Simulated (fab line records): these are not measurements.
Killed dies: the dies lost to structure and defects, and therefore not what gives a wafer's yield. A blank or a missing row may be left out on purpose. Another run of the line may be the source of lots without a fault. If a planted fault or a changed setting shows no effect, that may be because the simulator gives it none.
Lot-split experiment :: flow sky130 :: 5 lots, 23 wafers read, on a route of 708 steps

## THE SPLIT ITSELF
At SKY_SONOS_TUNNEL_DEVELOP_06 (develop time 60 s), the setting develop-time-s was moved away from the recipe's 60 s on 9 of the 23 wafers read, by -10.1% to +5.8%. All remaining wafers had this setting at the recipe value.

There is no step in the file separating the split from the reading.

## THE READING
Shown in nm: cd-nm at SKY_SONOS_TUNNEL_CD_MEAS_07, with target cd 410 nm. On this fab line, fault-free wafers typically give 409.8 nm with a standard deviation of 2.5 nm.

wafer: L075.1
tool, chamber at the split: litho-track-04, 0
develop-time-s as run, s: 60
against the recipe: recipe
cd-nm, nm: 408.6
against lot-mates on the recipe: -

wafer: L075.2
tool, chamber at the split: litho-track-04, 0
develop-time-s as run, s: 54.45
against the recipe: -9.2%
cd-nm, nm: 396.8
against lot-mates on the recipe: -11.1

wafer: L075.3
tool, chamber at the split: litho-track-04, 0
develop-time-s as run, s: 54.45
against the recipe: -9.2%
cd-nm, nm: 396.8
against lot-mates on the recipe: -11.1

wafer: L075.4
tool, chamber at the split: litho-track-04, 0
develop-time-s as run, s: 60
against the recipe: recipe
cd-nm, nm: 406.5
against lot-mates on the recipe: -

wafer: L075.6
tool, chamber at the split: litho-track-04, 0
develop-time-s as run, s: 60
against the recipe: recipe
cd-nm, nm: 408.7
against lot-mates on the recipe: -

wafer: L078.1
tool, chamber at the split: litho-track-03, 0
develop-time-s as run, s: 60
against the recipe: recipe
cd-nm, nm: 410.8
against lot-mates on the recipe: -

wafer: L078.3
tool, chamber at the split: litho-track-03, 0
develop-time-s as run, s: 53.97
against the recipe: -10.1%
cd-nm, nm: 398.0
against lot-mates on the recipe: -10.7

wafer: L078.4
tool, chamber at the split: litho-track-03, 0
develop-time-s as run, s: 53.97
against the recipe: -10.1%
cd-nm, nm: 397.0
against lot-mates on the recipe: -11.7

wafer: L078.5
tool, chamber at the split: litho-track-03, 0
develop-time-s as run, s: 53.97
against the recipe: -10.1%
cd-nm, nm: 398.4
against lot-mates on the recipe: -10.3

wafer: L078.6
tool, chamber at the split: litho-track-03, 0
develop-time-s as run, s: 60
against the recipe: recipe
cd-nm, nm: 406.6
against lot-mates on the recipe: -

wafer: L079.1
tool, chamber at the split: litho-track-01, 0
develop-time-s as run, s: 60
against the recipe: recipe
cd-nm, nm: 408.9
against lot-mates on the recipe: -

wafer: L079.2
tool, chamber at the split: litho-track-01, 0
develop-time-s as run, s: 54.66
against the recipe: -8.9%
cd-nm, nm: 399.7
against lot-mates on the recipe: -7.9

wafer: L079.3
tool, chamber at the split: litho-track-01, 0
develop-time-s as run, s: 54.66
against the recipe: -8.9%
cd-nm, nm: 400.2
against lot-mates on the recipe: -7.4

wafer: L079.4
tool, chamber at the split: litho-track-01, 0
develop-time-s as run, s: 60
against the recipe: recipe
cd-nm, nm: 406.3
against lot-mates on the recipe: -

wafer: L079.5
tool, chamber at the split: litho-track-01, 0
develop-time-s as run, s: 60
against the recipe: recipe
cd-nm, nm: 407.7
against lot-mates on the recipe: -

wafer: L080.1
tool, chamber at the split: litho-track-04, 0
develop-time-s as run, s: 60
against the recipe: recipe
cd-nm, nm: 418.2
against lot-mates on the recipe: -

wafer: L080.4
tool, chamber at the split: litho-track-04, 0
develop-time-s as run, s: 60
against the recipe: recipe
cd-nm, nm: 415.8
against lot-mates on the recipe: -

wafer: L080.5
tool, chamber at the split: litho-track-04, 0
develop-time-s as run, s: 60
against the recipe: recipe
cd-nm, nm: 415.1
against lot-mates on the recipe: -

wafer: L081.1
tool, chamber at the split: litho-track-03, 0
develop-time-s as run, s: 63.5
against the recipe: +5.8%
cd-nm, nm: 414.6
against lot-mates on the recipe: +5.5

wafer: L081.2
tool, chamber at the split: litho-track-03, 0
develop-time-s as run, s: 60
against the recipe: recipe
cd-nm, nm: 410.7
against lot-mates on the recipe: -

wafer: L081.4
tool, chamber at the split: litho-track-03, 0
develop-time-s as run, s: 60
against the recipe: recipe
cd-nm, nm: 408.4
against lot-mates on the recipe: -

wafer: L081.5
tool, chamber at the split: litho-track-03, 0
develop-time-s as run, s: 60
against the recipe: recipe
cd-nm, nm: 408.3
against lot-mates on the recipe: -

wafer: L081.6
tool, chamber at the split: litho-track-03, 0
develop-time-s as run, s: 63.5
against the recipe: +5.8%
cd-nm, nm: 414.7
against lot-mates on the recipe: +5.6

FIT RESULTS
A straight line over all 23 wafers: cd-nm changes by +1.18 nm for each +1% of develop-time-s; r = +0.89; the points scatter about the line by 3.1 nm.
The same after taking each lot's own level away (the mean of its wafers on the recipe; 23 wafers): +1.04 nm for each +1%; r = +0.97; scatter 1.3 nm.
The reading moves by 10 nm for the largest change in develop-time-s, on that fit.
The lots' own levels span 407.63 to 416.37 nm, that is 3.5 times the standard deviation above.
So the slope is not independent of the lot-to-lot level: the two fits are not the same.
Check: -10.6 nm against its lot-mates is what the line predicts for one of the wafers moved furthest among these (-10.1%) when that wafer is left out of the fit. Against them it came out at -10.7 nm.

## ADDITIONAL SPLITS CARRIED BY THESE WAFERS
Before the reading, these wafers also passed through other splits. Each is held against what the fit with the lots' levels taken away leaves over:
other split on the same wafers: SKY_FIELD_ISO_OXIDATION_01 ox-time-s
wafers away from the commonest value: 18
r with cd-nm (lot level and that fit taken away): +0.18

other split on the same wafers: SKY_FIELD_ISO_DEVELOP_12 develop-time-s
wafers away from the commonest value: 10
r with cd-nm (lot level and that fit taken away): +0.03

other split on the same wafers: SKY_FIELD_ISO_STRIP_16 power-w
wafers away from the commonest value: 12
r with cd-nm (lot level and that fit taken away): +0.25

other split on the same wafers: SKY_FIELD_ISO_WET_ETCH_29 time-s
wafers away from the commonest value: 15
r with cd-nm (lot level and that fit taken away): -0.11

other split on the same wafers: SKY_NWELL_IMPLANT_11 energy-kev
wafers away from the commonest value: 6
r with cd-nm (lot level and that fit taken away): -0.27

other split on the same wafers: SKY_NWELL_IMPLANT_24 dose-cm2
wafers away from the commonest value: 7
r with cd-nm (lot level and that fit taken away): +0.47

other split on the same wafers: SKY_VT_ADJUST_HVTP_COAT_02 resist-thk-nm
wafers away from the commonest value: 7
r with cd-nm (lot level and that fit taken away): -0.25

other split on the same wafers: SKY_VT_ADJUST_HVTR_IMPLANT_09 energy-kev
wafers away from the commonest value: 11
r with cd-nm (lot level and that fit taken away): +0.02

other split on the same wafers: SKY_VT_ADJUST_PCH_COAT_02 spin-rpm
wafers away from the commonest value: 6
r with cd-nm (lot level and that fit taken away): -0.27

other split on the same wafers: SKY_VT_ADJUST_PCH_IMPLANT_08 energy-kev
wafers away from the commonest value: 7
r with cd-nm (lot level and that fit taken away): -0.20

## THE FILE'S OWN FIT
cd-nm changes by +1.04 nm for each +1% of develop-time-s, r = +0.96.
